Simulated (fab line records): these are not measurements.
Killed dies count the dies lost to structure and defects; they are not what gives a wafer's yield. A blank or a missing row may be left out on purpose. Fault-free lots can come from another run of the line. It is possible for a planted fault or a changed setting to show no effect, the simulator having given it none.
Which tool is to blame?    flow gf180mcu    route of 602 steps, sampled at 1 step: 15 lots, 45 wafers

## WHAT THE GAUGES READ, wafer by wafer
GF_CONTACT_THK_MEAS_26: measures by xrf. Usual: for CONTACT_W_THK the level is 295 nm and the standard deviation is 4.3.
lot   measured      on             CONTACT_W_THK (nm)  flag
L108  day 15 20:25  film_metro-02  289 292 288         
L109  day 16 11:44  film_metro-01  298 294 297         
L110  day 16 12:43  film_metro-02  294 300 293         
L111  day 16 18:17  film_metro-02  294 293 297         
L113  day 17 12:10  film_metro-02  294 292 290         
L116  day 18 20:17  film_metro-02  289 293 295         
L118  day 19 11:13  film_metro-04  290 288 292         
L119  day 19 18:23  film_metro-04  296 289 299         
L120  day 20 02:45  film_metro-01  297 307 299         
L121  day 20 21:18  film_metro-04  298 300 297         
L122  day 20 23:00  film_metro-02  289 287 299         
L123  day 21 21:22  film_metro-04  292 302 302         
L129  day 23 11:42  film_metro-02  299 303 288         
L130  day 23 12:43  film_metro-01  295 299 300         
L131  day 24 01:10  film_metro-02  296 290 301         

## EACH LOT AND THE TOOL THAT RAN IT (in order: tool; ch and the chambers of the sampled wafers; start)
The record shows no process step preceding these readings.

## AS READ BY THE TOOLS THEMSELVES (means over the sampled wafers that have a number; for cases with no such wafer, the mark the record gives instead)
The record holds no such reading with a usual standard deviation.

## THE ANSWER, worked out from the rows above alone
Rule: lot off if the mean of its wafers having a number is beyond 3 standard deviations from the usual mean. Also off: a lot with no number at a reading for which 4 or more lots have one. Where the step has rows for the other lots, those lots are counted as sound. After the gauges, taken in route order, come the tools' own readings; for these a lot's mean is taken, as printed above. The first step at which some lot is off is used, and at that step the reading that is off furthest; a lot without a number counts as furthest.
No lot is off at any reading shown: from this, nothing can be told.

## WHAT THE SIMULATOR HAD PUT IN
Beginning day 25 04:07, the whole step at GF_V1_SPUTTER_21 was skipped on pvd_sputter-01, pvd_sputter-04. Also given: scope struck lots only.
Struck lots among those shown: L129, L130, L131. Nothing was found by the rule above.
